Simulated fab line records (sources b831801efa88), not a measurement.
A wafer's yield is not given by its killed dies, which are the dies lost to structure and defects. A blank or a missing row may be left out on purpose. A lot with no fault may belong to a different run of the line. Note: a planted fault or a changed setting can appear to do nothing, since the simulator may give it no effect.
Comparing a struck lot with a sound one / flow sky130 / 21 out of 708 route steps
Sound: wafers L885.2, L885.4, L885.6. Wafers struck: L887.1, L887.2, L887.6. The cause is given at the end.
For every step that has rows: the tool of each side, followed by ch and its chambers, followed by its first start. Under that, the readings that differ: sound wafers / struck wafers / difference of the means / sigmas: that difference in standard deviations of wafers without a fault.
alike: readings whose means differ by less than 2 such deviations, and words and numbers that are the same on both sides. not compared: withheld readings, readings that some wafer has no value for, bounds like >300 that may hide the same value, and numbers for which the record gives no deviation and whose values overlap.
A row with sigmas, a row that says differs or no value, or rows on one side alone: a step with any of these is where the two part. Numbers that don't overlap but have no deviation are shown without sigmas and don't part them. A reading that every wafer of one side lacks parts them only if that side has two wafers or more.

first, 4 steps without rows for these wafers: SKY_VT_ADJUST_LVTN_SOFTBAKE_14 (time 60 s); SKY_VT_ADJUST_LVTN_EXPOSE_15 (exposes mask HVN STD DERIVED, target cd 600 nm); SKY_VT_ADJUST_LVTN_PEB_16; SKY_VT_ADJUST_LVTN_DEVELOP_17 (develop time 60 s).
SKY_VT_ADJUST_LVTN_OVL_MEAS_18:
  sound: overlay-02 at day 8 10:19; struck: overlay-02 at day 8 21:48
reading=VT_ADJUST_LVTN_01_OVL (nm); sound=1.4 2.4 3.0; struck=-1.7 -1.1 0.1; difference=-3.2; sigmas=-2
following that, these wafers have no rows for 1 step: SKY_VT_ADJUST_LVTN_IMPLANT_19.
SKY_VT_ADJUST_LVTN_STRIP_20: strips in O2/N2.
  sound on plasmaAsher-04 ch 1, day 8 10:29; struck on plasmaAsher-04 ch 0,1, day 8 21:59
reading=stripTimeToEndpointS (s); sound=14.17 14.18 14.14; struck=14.24 14.29 14.25; difference=+0.10; sigmas=+2
  alike: chamberPressureMTorr, drypumpMotorCurrentA, oesProductAu
  not compared: rfHoursCounterH
SKY_VT_ADJUST_LVTN_TW_MEAS_21:
  sound: filmMetro-01 at day 8 10:36; struck: filmMetro-04 at day 8 22:05
  alike: VT_ADJUST_LVTN_2_TW
then, 4 steps without rows for these wafers: SKY_VT_ADJUST_NCORE_DEHYDRATE_00 (time 60 s); SKY_VT_ADJUST_NCORE_HMDS_01 (prime time 60 s); SKY_VT_ADJUST_NCORE_COAT_02 (resist thk 1140 nm); SKY_VT_ADJUST_NCORE_SOFTBAKE_03 (time 60 s).
SKY_VT_ADJUST_NCORE_EXPOSE_04: exposes mask LVTN COMPLEMENT THIN, target cd 380 nm.
  sound on ilineStepper-02 ch 0, day 8 22:00; struck on ilineStepper-02 ch 0, day 9 09:10
reading=mask; sound=LVTN_COMPLEMENT_THIN#0 LVTN_COMPLEMENT_THIN#0 LVTN_COMPLEMENT_THIN#0; struck=HVN_STD_DERIVED#0 HVN_STD_DERIVED#0 HVN_STD_DERIVED#0; difference=differs; sigmas=
then, 2 steps without rows for these wafers: SKY_VT_ADJUST_NCORE_PEB_05; SKY_VT_ADJUST_NCORE_DEVELOP_06 (develop time 60 s).
SKY_VT_ADJUST_NCORE_CD_MEAS_07: target cd 380 nm.
  sound: cdSem-02 at day 9 08:40; struck: cdSem-02 at day 9 20:44
reading=cdNm (nm); sound=381.3 381.0 381.0; struck=- - -; difference=no value on the struck wafers; sigmas=
SKY_VT_ADJUST_NCORE_OVL_MEAS_08:
  sound: overlay-02 at day 9 08:46; struck: overlay-01 at day 9 20:51
reading=VT_ADJUST_NCORE_OVL (nm); sound=-0.7 -0.8 -0.7; struck=- - -; difference=no value on the struck wafers; sigmas=
following that, these wafers have no rows for 1 step: SKY_VT_ADJUST_NCORE_IMPLANT_09.
SKY_VT_ADJUST_NCORE_STRIP_10: strips in O2/N2.
  sound on plasmaAsher-02 ch 0,1, day 9 08:57; struck on plasmaAsher-01 ch 0,1, day 9 21:02
  alike: chamberPressureMTorr, drypumpMotorCurrentA, oesProductAu, stripTimeToEndpointS
  not compared: rfHoursCounterH
SKY_VT_ADJUST_NCORE_TW_MEAS_11:
  sound: filmMetro-02 at day 9 09:04; struck: filmMetro-01 at day 9 21:22
reading=VT_ADJUST_NCORE_TW; sound=220.0 220.9 221.5; struck=30.0 30.0 29.9; difference=-190.8; sigmas=-76
  not compared: hold
following that, these wafers have no rows for 1 step: SKY_PAD_OPEN_PROBE_99.

## WHERE THEY PART
At SKY_VT_ADJUST_LVTN_OVL_MEAS_18 first; at SKY_VT_ADJUST_NCORE_TW_MEAS_11 last (within this record only).

WHY: whatever the simulator had introduced
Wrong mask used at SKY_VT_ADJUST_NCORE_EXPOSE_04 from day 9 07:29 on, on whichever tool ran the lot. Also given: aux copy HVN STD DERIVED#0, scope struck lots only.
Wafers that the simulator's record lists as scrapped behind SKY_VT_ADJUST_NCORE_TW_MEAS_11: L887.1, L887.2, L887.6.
